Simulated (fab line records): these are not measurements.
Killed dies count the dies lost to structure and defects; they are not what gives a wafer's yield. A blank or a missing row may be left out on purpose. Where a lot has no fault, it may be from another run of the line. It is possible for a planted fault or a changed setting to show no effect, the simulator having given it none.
fab line records ; flow sfqLine
record lots=5; wafers=15; lastDay=94
route steps=325 shown L0V@17 M0@28 I0@43 M1@58 M8@325
lots untouched by any fault: they come from a run of this same line in which no faults occurred
startH: hours from the record's opening day to when the first of the lot's shown wafers began ; waitH: hours elapsed since this lot's preceding step ; " identical to the entry in the row above ; L1.1+2: several wafers, shown together as one row ; - no value, or no start was given ; * or withheld: withheld ; < > ~ a bound
route shown NAME@n: NAME is a module with steps in the file, n the number in the route of the first one ; usual: mean/standard deviation of fault-free wafers ; same: alike in all rows ; chamber/n: place in a boat ; sites: the reading at each site ; _std_site: how widely they spread, as a standard deviation ; _edge_site: mean of outer sites minus mean of inner sites ; radiusMm: for every site, how far away it sits from the centre of the wafer ; mask NAME#n: copy n ; behind: the last tool/chamber to shape the wafer ; hold: what put the lot on hold/how long, in hours/how the hold closed ; device: which transistor (n, p or np) failed to switch ; end of line: tests run on the same wafers once the route is complete ; a step without rows: its recipe alone ; killed: dies lost to structure and defects at the first sort, not the wafer's yield ; map: dies across one wafer; x = killed, . = not, _ = none there
set.NAME: the setting as run; set.NAME@STEP: as run at that earlier step ; model.NAME: the simulator's own value behind a step, which no gauge read
lots at some steps of the route; a table a step, a row a wafer
services: from which hour (startH, from the record's first day; less than 0 if before it) a tool's chamber was out of use, for how many hours, and why
## steps
# step SFQ_TRILAYER_L0_VIA_LITHO_COAT_018
# recipe resist=BARC; spinRpm=3000; resistThkNm=62
# step SFQ_TRILAYER_L0_VIA_LITHO_COAT_013
# recipe resist=KrF; spinRpm=3000; resistThkNm=650
# step SFQ_TRILAYER_L0_VIA_LITHO_SOFTBAKE_017
# recipe tempC=withheld; timeS=withheld; resist=KrF
# step SFQ_TRILAYER_L0_VIA_LITHO_EXPOSE_014
# recipe maskId=L0V; na=0.6; sourceShape=conventional; sigmaOuter=0.65; targetCdNm=700; doseMj=21.3
# step SFQ_TRILAYER_L0_VIA_LITHO_PEB_016
# recipe pebTempC=115; pebTimeS=60; resist=KrF
# step SFQ_TRILAYER_L0_VIA_LITHO_DEVELOP_015
# recipe timeS=60; resist=KrF
# step SFQ_L0V_OVL_MEAS_903
# usual L0V_OVL=-2/4.7
lot.wafer;tool;chamber;startH;waitH;L0V_OVL[nm]
L617.1;overlay-01;-;138.68;0.1;2
L617.5;overlay-01;-;138.68;0.1;0
L617.6;overlay-01;-;138.68;0.1;-8
L622.2;overlay-02;-;148.28;0.1;-4
L622.5;overlay-02;-;148.28;0.1;-7
L622.6;overlay-02;-;148.28;0.1;-2
L626.2;overlay-02;-;159.04;0.1;-4
L626.3;overlay-02;-;159.04;0.1;-2
L626.4;overlay-02;-;159.04;0.1;-8
L633.3;overlay-02;-;185.00;0.1;-3
L633.4;overlay-02;-;185.00;0.1;-4
L633.5;overlay-02;-;185.00;0.1;-2
L637.1;overlay-01;-;329.16;0.1;2
L637.3;overlay-01;-;329.16;0.1;5
L637.5;overlay-01;-;329.16;0.1;2
# step SFQ_TRILAYER_L0_VIA_BARC_OPEN_VIA_ETCH_021
# recipe maskMaterial=PR; chemistry=O2; targetDepthNm=125; target=BARC; sourceW=500; biasW=80; pressureMtorr=30; timeS=41.7
# usual drypumpMotorCurrentA=5.6/0.5; oesProductAu=0.684/0.0049
lot.wafer;tool;chamber;startH;waitH;drypumpMotorCurrentA;oesProductAu;rfHoursCounterH
L617.1;rieDiel-02;0;138.71;0.0;5.6;0.678;39
L617.5;rieDiel-02;1;138.71;0.0;5.9;0.685;-
L617.6;rieDiel-02;0;138.71;0.0;5.7;0.686;-
L622.2;rieDiel-04;1;148.31;0.0;5.6;0.688;75
L622.5;rieDiel-04;1;148.31;0.0;5.6;0.684;-
L622.6;rieDiel-04;2;148.31;0.0;4.7;0.683;-
L626.2;rieDiel-04;0;159.07;0.0;6.5;0.678;129
L626.3;rieDiel-04;1;159.07;0.0;5.6;0.679;75
L626.4;rieDiel-04;3;159.07;0.0;5.0;0.689;2
L633.3;rieDiel-03;1;185.02;0.0;5.7;0.691;65
L633.4;rieDiel-03;0;185.02;0.0;5.6;0.686;46
L633.5;rieDiel-03;3;185.02;0.0;5.9;0.684;-
L637.1;rieDiel-03;3;329.20;0.0;5.9;0.683;7
L637.3;rieDiel-03;2;329.20;0.0;5.5;0.682;0
L637.5;rieDiel-03;2;329.20;0.0;5.5;0.686;-
# step SFQ_TRILAYER_L0_VIA_ETCH_VIA_ETCH_016
# recipe target=SiO2; stopOn=MoNx_KI; maskMaterial=PR; chemistry=CHF3; targetDepthNm=80; sourceW=500; biasW=80; pressureMtorr=30; timeS=withheld
# step SFQ_TRILAYER_L0_VIA_STRIP_STRIP_017
# recipe gas=O2; powerW=200; platenTempC=40; overashFraction=0.65; chemistry=O2; pressureMtorr=50
# step SFQ_TRILAYER_L0_VIA_STRIP_SOLV_CLEAN_018
# recipe chemistry=NMP; tempC=70; timeS=600
# step SFQ_TRILAYER_M0_DEP_PRE_CLEAN_020
# recipe gas=Ar; timeS=15; biasV=250
# step SFQ_TRILAYER_M0_DEP_SPUTTER_019
# recipe material=Nb; basePressurePa=1.33e-06; chamberPressurePa=0.1333; substrateTempC=20; resputterCathodeVoltageV=400; targetThkNm=200; powerW=2000; timeS=133.3
# usual cathodeDcPowerW=2000.0/0.37; throttleValvePct=30.4/1.1
lot.wafer;tool;chamber;startH;waitH;cathodeDcPowerW;throttleValvePct;model.Nb_of_TRILAYER_M0_DEP_SPUTTER_019.thkNm
L617.1;pvdSputter-06;-;139.60;0.0;2000.3;29.2;200.4
L617.5;pvdSputter-06;-;139.60;0.0;2000.0;29.6;200.1
L617.6;pvdSputter-06;-;139.60;0.0;2000.3;30.1;200.9
L622.2;pvdSputter-03;-;149.80;0.0;2000.6;31.2;201.2
L622.5;pvdSputter-03;-;149.80;0.0;2000.1;30.7;203.2
L622.6;pvdSputter-03;-;149.80;0.0;1999.2;29.3;202.3
L626.2;pvdSputter-06;-;160.56;0.0;2000.3;27.0;203.9
L626.3;pvdSputter-06;-;160.56;0.0;2000.3;30.0;197.5
L626.4;pvdSputter-06;-;160.56;0.0;1999.5;30.7;198.3
L633.3;pvdSputter-04;-;185.91;0.0;2000.7;31.3;199
L633.4;pvdSputter-04;-;185.91;0.0;1999.9;31.3;196.4
L633.5;pvdSputter-04;-;185.91;0.0;1999.6;31.4;197.4
L637.1;pvdSputter-04;-;330.08;0.0;2000.0;30.5;198.2
L637.3;pvdSputter-04;-;330.08;0.0;2000.1;30.9;194.9
L637.5;pvdSputter-04;-;330.08;0.0;1999.4;31.4;197.8
# step SFQ_M0_RS_MEAS_904
# recipe thkMeasGauge=four-point-probe; reads=Nb_of_TRILAYER_M0_DEP_SPUTTER_019
# usual M0_NB_RS=0.889/0.011
lot.wafer;tool;chamber;startH;waitH;M0_NB_RS[ohm/sq]
L617.1;filmMetro-04;-;139.69;0.0;0.888
L617.5;filmMetro-04;-;139.69;0.0;0.888
L617.6;filmMetro-04;-;139.69;0.0;0.886
L622.2;filmMetro-02;-;149.91;0.1;0.884
L622.5;filmMetro-02;-;149.91;0.1;0.875
L622.6;filmMetro-02;-;149.91;0.1;0.879
L626.2;filmMetro-04;-;160.67;0.1;0.871
L626.3;filmMetro-04;-;160.67;0.1;0.900
L626.4;filmMetro-04;-;160.67;0.1;0.895
L633.3;filmMetro-02;-;186.04;0.1;0.894
L633.4;filmMetro-02;-;186.04;0.1;0.907
L633.5;filmMetro-02;-;186.04;0.1;0.901
L637.1;filmMetro-02;-;330.17;0.0;0.899
L637.3;filmMetro-02;-;330.17;0.0;0.914
L637.5;filmMetro-02;-;330.17;0.0;0.900
# step SFQ_TRILAYER_M0_LITHO_COAT_026
# recipe resist=BARC; spinRpm=3000; resistThkNm=62
# step SFQ_TRILAYER_M0_LITHO_COAT_021
# recipe resist=KrF; spinRpm=3000; resistThkNm=600
# step SFQ_TRILAYER_M0_LITHO_SOFTBAKE_025
# recipe tempC=withheld; timeS=withheld; resist=KrF
# step SFQ_TRILAYER_M0_LITHO_EXPOSE_022
# recipe maskId=M0; na=0.6; sourceShape=conventional; sigmaOuter=0.65; targetCdNm=500; doseMj=14.4
# step SFQ_TRILAYER_M0_LITHO_PEB_024
# recipe pebTempC=115; pebTimeS=60; resist=KrF
# step SFQ_TRILAYER_M0_LITHO_DEVELOP_023
# recipe timeS=60; resist=KrF
# step SFQ_M0_OVL_MEAS_906
# usual M0_OVL=-4/4.9
lot.wafer;tool;chamber;startH;waitH;M0_OVL[nm]
L617.1;overlay-02;-;238.96;0.1;-4
L617.5;overlay-02;-;238.96;0.1;1
L617.6;overlay-02;-;238.96;0.1;-2
L622.2;overlay-02;-;253.36;0.1;-6
L622.5;overlay-02;-;253.36;0.1;-11
L622.6;overlay-02;-;253.36;0.1;-17
L626.2;overlay-02;-;272.56;0.1;0
L626.3;overlay-02;-;272.56;0.1;2
L626.4;overlay-02;-;272.56;0.1;6
L633.3;overlay-01;-;305.72;0.1;-3
L633.4;overlay-01;-;305.72;0.1;-3
L633.5;overlay-01;-;305.72;0.1;-4
L637.1;overlay-02;-;471.01;0.1;-2
L637.3;overlay-02;-;471.01;0.1;-6
L637.5;overlay-02;-;471.01;0.1;-5
# step SFQ_TRILAYER_M0_BARC_OPEN_METAL_ETCH_031
# recipe maskMaterial=PR; chemistry=O2; targetDepthNm=125; target=BARC; icpW=600; biasW=80; pressureMtorr=10; timeS=41.7
# usual drypumpMotorCurrentA=5.8/0.42; oesProductAu=0.686/0.0047
lot.wafer;tool;chamber;startH;waitH;drypumpMotorCurrentA;oesProductAu;rfHoursCounterH
L617.1;rieMetal-03;0;238.99;0.0;5.4;0.689;177
L617.5;rieMetal-03;0;238.99;0.0;5.4;0.686;-
L617.6;rieMetal-03;1;238.99;0.0;5.3;0.692;-
L622.2;rieMetal-04;1;253.39;0.0;6.0;0.693;63
L622.5;rieMetal-04;0;253.39;0.0;6.2;0.680;-
L622.6;rieMetal-04;1;253.39;0.0;6.0;0.683;-
L626.2;rieMetal-03;0;272.59;0.0;5.4;0.685;181
L626.3;rieMetal-03;1;272.59;0.0;5.3;0.689;-
L626.4;rieMetal-03;0;272.59;0.0;5.4;0.686;-
L633.3;rieMetal-03;0;305.76;0.0;5.4;0.687;-
L633.4;rieMetal-03;1;305.76;0.0;5.3;0.681;-
L633.5;rieMetal-03;0;305.76;0.0;5.4;0.684;-
L637.1;rieMetal-04;1;471.05;0.0;6.1;0.692;93
L637.3;rieMetal-04;0;471.05;0.0;6.2;0.687;-
L637.5;rieMetal-04;1;471.05;0.0;6.1;0.681;-
# step SFQ_TRILAYER_M0_ETCH_METAL_ETCH_024
# recipe target=Nb; stopOn=SiO2; maskMaterial=PR; chemistry=Cl2/Ar; targetDepthNm=240; icpW=600; biasW=80; pressureMtorr=10; timeS=120
# usual drypumpMotorCurrentA=5.8/0.42; oesProductAu=0.895/0.0084
lot.wafer;tool;chamber;startH;waitH;drypumpMotorCurrentA;oesProductAu;rfHoursCounterH;model.M0.featureDepthNm;model.etch.depthNm
L617.1;rieMetal-03;0;239.05;0.0;5.4;0.889;177;200.4;200.4
L617.5;rieMetal-03;0;239.05;0.0;5.4;0.892;-;200.1;200.1
L617.6;rieMetal-03;1;239.05;0.0;5.3;0.893;-;200.9;200.9
L622.2;rieMetal-04;1;253.45;0.0;6.1;0.905;63;201.2;201.2
L622.5;rieMetal-04;0;253.45;0.0;6.2;0.900;-;203.2;203.2
L622.6;rieMetal-04;1;253.45;0.0;6.1;0.907;-;202.3;202.3
L626.2;rieMetal-03;0;272.65;0.0;5.4;0.911;181;203.9;203.9
L626.3;rieMetal-03;1;272.65;0.0;5.3;0.885;-;197.5;197.5
L626.4;rieMetal-03;0;272.65;0.0;5.4;0.893;-;198.3;198.3
L633.3;rieMetal-03;0;305.84;0.1;5.4;0.891;-;199;199
L633.4;rieMetal-03;1;305.84;0.1;5.3;0.882;-;196.4;196.4
L633.5;rieMetal-03;0;305.84;0.1;5.4;0.888;-;197.4;197.4
L637.1;rieMetal-04;1;471.11;0.0;6.1;0.892;93;198.2;198.2
L637.3;rieMetal-04;0;471.11;0.0;6.2;0.891;-;194.9;194.9
L637.5;rieMetal-04;1;471.11;0.0;6.1;0.891;-;197.8;197.8
# step SFQ_TRILAYER_M0_STRIP_STRIP_025
# recipe gas=O2; powerW=200; platenTempC=40; overashFraction=0.65; chemistry=O2; pressureMtorr=50
# step SFQ_TRILAYER_M0_STRIP_SOLV_CLEAN_026
# recipe chemistry=NMP; tempC=70; timeS=600
# step SFQ_TRILAYER_I0_DEP_PECVD_027
# recipe material=SiO2; tempC=150; timeS=111.11; pressureTorr=2.4; rfW=183.3; precursor=SiH4/N2O; targetThkNm=500
# usual heaterPowerW=79/13; throttleValvePct=24.4/1.3
lot.wafer;tool;chamber;startH;waitH;heaterPowerW;throttleValvePct
L617.1;pecvd-04;0;239.95;0.0;80;22.4
L617.5;pecvd-04;0;239.95;0.0;80;22.4
L617.6;pecvd-04;2;239.95;0.0;70;23.6
L622.2;pecvd-02;2;254.35;0.0;100;23.7
L622.5;pecvd-02;2;254.35;0.0;101;23.4
L622.6;pecvd-02;1;254.35;0.0;84;24.1
L626.2;pecvd-04;1;273.55;0.0;81;23.2
L626.3;pecvd-04;2;273.55;0.0;73;23.8
L626.4;pecvd-04;1;273.55;0.0;83;22.9
L633.3;pecvd-04;0;306.70;0.0;86;22.5
L633.4;pecvd-04;0;306.70;0.0;89;22.8
L633.5;pecvd-04;1;306.70;0.0;96;23.0
L637.1;pecvd-01;1;472.01;0.0;85;26.4
L637.3;pecvd-01;1;472.01;0.0;86;26.3
L637.5;pecvd-01;2;472.01;0.0;87;25.2
# step SFQ_TRILAYER_I0_CMP_CMP_028
# recipe material=SiO2; downForcePsi=3; platenRpm=60; padVelocityMS=0.94248
# usual motorCurrentA=10.1/1; timeToEndpointS=216/7.7
lot.wafer;tool;chamber;startH;waitH;motorCurrentA;timeToEndpointS
L617.1;cmp-02;1;244.11;4.1;9.0;215
L617.6;cmp-02;2;244.11;4.1;8.8;240
L617.5;cmp-02;3;244.11;4.1;11.7;219
L622.2;cmp-01;3;260.72;6.3;9.3;212
L622.5;cmp-01;0;260.72;6.3;11.1;215
L622.6;cmp-01;1;260.72;6.3;11.6;216
L626.2;cmp-02;3;276.11;2.5;11.5;217
L626.3;cmp-02;0;276.11;2.5;9.7;220
L626.4;cmp-02;1;276.11;2.5;8.4;215
L633.4;cmp-01;1;306.78;0.0;10.7;215
L633.3;cmp-01;0;308.28;1.5;10.5;211
L633.5;cmp-01;2;309.28;2.5;10.2;209
L637.3;cmp-01;1;475.08;3.0;10.7;218
L637.1;cmp-01;2;475.08;3.0;9.8;198
L637.5;cmp-01;2;477.58;5.5;10.0;201
# step SFQ_I0_BOW_MEAS_907
# recipe mode=bow
# usual I0_BOW=1/7.9
lot.wafer;tool;chamber;startH;waitH;I0_BOW[um]
L617.1;filmMetro-04;-;245.61;1.0;3
L617.5;filmMetro-04;-;245.61;1.0;1
L617.6;filmMetro-04;-;245.61;1.0;9
L622.2;filmMetro-01;-;262.24;1.0;-3
L622.5;filmMetro-01;-;262.24;1.0;12
L622.6;filmMetro-01;-;262.24;1.0;7
L626.2;filmMetro-03;-;278.63;2.0;4
L626.3;filmMetro-03;-;278.63;2.0;16
L626.4;filmMetro-03;-;278.63;2.0;3
L633.3;filmMetro-01;-;309.82;1.0;8
L633.4;filmMetro-01;-;309.82;1.0;-19
L633.5;filmMetro-01;-;309.82;1.0;-15
L637.1;filmMetro-04;-;478.08;2.0;10
L637.3;filmMetro-04;-;478.08;2.0;-2
L637.5;filmMetro-04;-;478.08;2.0;8
# step SFQ_TRILAYER_I0_METRO_MEASURE_029
# step SFQ_TRILAYER_I0_VIA_LITHO_COAT_036
# recipe resist=BARC; spinRpm=3000; resistThkNm=62
# step SFQ_TRILAYER_I0_VIA_LITHO_COAT_031
# recipe resist=KrF; spinRpm=3000; resistThkNm=650
# step SFQ_TRILAYER_I0_VIA_LITHO_SOFTBAKE_035
# recipe tempC=withheld; timeS=withheld; resist=KrF
# step SFQ_TRILAYER_I0_VIA_LITHO_EXPOSE_032
# recipe maskId=I0; na=0.6; sourceShape=conventional; sigmaOuter=0.65; targetCdNm=500; doseMj=21.3
# step SFQ_TRILAYER_I0_VIA_LITHO_PEB_034
# recipe pebTempC=115; pebTimeS=60; resist=KrF
# step SFQ_TRILAYER_I0_VIA_LITHO_DEVELOP_033
# recipe timeS=60; resist=KrF
# step SFQ_I0_OVL_MEAS_908
# usual I0_OVL=1/6
lot.wafer;tool;chamber;startH;waitH;I0_OVL[nm]
L617.1;overlay-01;-;375.72;0.1;6
L617.5;overlay-01;-;375.72;0.1;0
L617.6;overlay-01;-;375.72;0.1;5
L622.2;overlay-01;-;387.47;0.1;-4
L622.5;overlay-01;-;387.47;0.1;-5
L622.6;overlay-01;-;387.47;0.1;2
L626.2;overlay-02;-;395.87;0.1;-11
L626.3;overlay-02;-;395.87;0.1;-5
L626.4;overlay-02;-;395.87;0.1;-18
L633.3;overlay-02;-;449.42;0.1;2
L633.4;overlay-02;-;449.42;0.1;-2
L633.5;overlay-02;-;449.42;0.1;9
L637.1;overlay-02;-;490.43;0.1;2
L637.3;overlay-02;-;490.43;0.1;1
L637.5;overlay-02;-;490.43;0.1;1
# step SFQ_TRILAYER_I0_VIA_BARC_OPEN_VIA_ETCH_046
# recipe maskMaterial=PR; chemistry=O2; targetDepthNm=125; target=BARC; sourceW=500; biasW=80; pressureMtorr=30; timeS=41.7
# usual drypumpMotorCurrentA=5.66/0.28; oesProductAu=0.685/0.0047
lot.wafer;tool;chamber;startH;waitH;drypumpMotorCurrentA;oesProductAu;rfHoursCounterH
L617.1;rieDiel-03;1;375.76;0.0;5.72;0.691;67
L617.5;rieDiel-03;0;375.76;0.0;5.67;0.691;-
L617.6;rieDiel-03;1;375.76;0.0;5.71;0.682;-
L622.2;rieDiel-02;3;387.50;0.0;5.98;0.672;5
L622.5;rieDiel-02;3;387.50;0.0;5.99;0.681;-
L622.6;rieDiel-02;2;387.50;0.0;5.13;0.683;-
L626.2;rieDiel-03;0;395.90;0.0;5.65;0.686;49
L626.3;rieDiel-03;3;395.90;0.0;5.94;0.683;8
L626.4;rieDiel-03;2;395.90;0.0;5.56;0.686;2
L633.3;rieDiel-02;1;449.45;0.0;5.93;0.677;2
L633.4;rieDiel-02;0;449.45;0.0;5.64;0.686;42
L633.5;rieDiel-02;2;449.45;0.0;5.13;0.688;-
L637.1;rieDiel-02;0;490.47;0.0;5.67;0.677;43
L637.3;rieDiel-02;1;490.47;0.0;5.89;0.690;3
L637.5;rieDiel-02;3;490.47;0.0;6.02;0.688;-
# step SFQ_TRILAYER_I0_VIA_ETCH_VIA_ETCH_034
# recipe target=SiO2; stopOn=Nb; maskMaterial=PR; taperDeg=20; chemistry=CHF3; targetDepthNm=260; sourceW=500; biasW=80; pressureMtorr=30; timeS=withheld
# step SFQ_TRILAYER_I0_VIA_STRIP_STRIP_035
# recipe gas=O2; powerW=200; platenTempC=40; overashFraction=0.65; chemistry=O2; pressureMtorr=50
# step SFQ_TRILAYER_I0_VIA_STRIP_SOLV_CLEAN_036
# recipe chemistry=NMP; tempC=70; timeS=600
# step SFQ_TRILAYER_M1_DEP_PRE_CLEAN_038
# recipe gas=Ar; timeS=22.5; biasV=250
# step SFQ_M8_BOW_MEAS_951
# recipe mode=bow
# usual M8_BOW=8/12
lot.wafer;tool;chamber;startH;waitH;M8_BOW[um];model.etest.m0.ohmSq
L617.1;filmMetro-01;-;1910.20;0.0;0;0.8882
L617.5;filmMetro-01;-;1910.20;0.0;-2;0.8892
L617.6;filmMetro-01;-;1910.20;0.0;5;0.8856
L622.2;filmMetro-01;-;2090.06;0.0;21;0.8844
L622.5;filmMetro-01;-;2090.06;0.0;38;0.8757
L622.6;filmMetro-01;-;2090.06;0.0;32;0.8797
L626.2;filmMetro-01;-;2118.86;0.0;0;0.8727
L626.3;filmMetro-01;-;2118.86;0.0;13;0.9009
L626.4;filmMetro-01;-;2118.86;0.0;-1;0.8972
L633.3;filmMetro-01;-;2147.81;0.0;12;0.8944
L633.4;filmMetro-01;-;2147.81;0.0;-15;0.9061
L633.5;filmMetro-01;-;2147.81;0.0;-10;0.9014
L637.1;filmMetro-03;-;2244.62;0.0;14;0.8979
L637.3;filmMetro-03;-;2244.62;0.0;4;0.9129
L637.5;filmMetro-03;-;2244.62;0.0;13;0.8997
## services
tool;chamber;startH;hours;kind
pecvd-04;1;117.76;45.8;repair
rieDiel-03;-;132.64;2.8;pm
rieMetal-03;0;134.09;3.7;repair
rieDiel-03;-;136.20;0.3;repair
pecvd-04;-;194.25;14.0;pm
cmp-01;-;212.18;0.5;repair
rieDiel-02;0;218.88;1.6;repair
cmp-01;-;240.83;5.4;pm
rieDiel-02;-;242.64;4.3;pm
cmp-01;-;246.22;4.0;pm
pecvd-04;-;251.47;0.8;repair
rieDiel-03;-;274.99;4.3;pm
rieDiel-03;-;305.07;1.4;repair
rieDiel-03;3;308.59;2.1;repair
rieMetal-03;0;341.89;26.5;repair
rieDiel-03;3;342.80;15.8;repair
rieDiel-03;3;418.70;7.5;repair
rieDiel-02;2;434.89;10.5;repair
rieDiel-03;0;446.79;11.8;repair
rieDiel-03;-;478.38;0.5;repair
rieMetal-03;-;480.36;1.3;repair
rieDiel-02;-;480.76;0.2;repair
rieMetal-03;-;481.62;2.8;pm
rieMetal-03;-;485.71;0.3;repair
## key
firstSign none at tools or gauges
modelEffect step=SFQ_TRILAYER_M0_DEP_SPUTTER_019; value=Nb_of_TRILAYER_M0_DEP_SPUTTER_019.thkNm; without=201.4; struck=197.5
modelEffect step=SFQ_TRILAYER_M0_ETCH_METAL_ETCH_024; value=M0.featureDepthNm; without=201.4; struck=197.5
modelEffect step=SFQ_M8_BOW_MEAS_951; value=etest.m0.ohmSq; without=0.8837; struck=0.9009
metAt SFQ_TRILAYER_M0_DEP_SPUTTER_019
struckWafers L626.3
onsetBetween 139.60 160.56
fault kind=processParameterDrift; tool=pvdSputter-06; chamber=-; onsetH=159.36; steps=SFQ_TRILAYER_M0_DEP_SPUTTER_019; channel=targetThkNm; offset=-3.8403; shape=step; endH=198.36; actsIn=theseRecipesOnly; stated=200; scope=struckWafersOnly
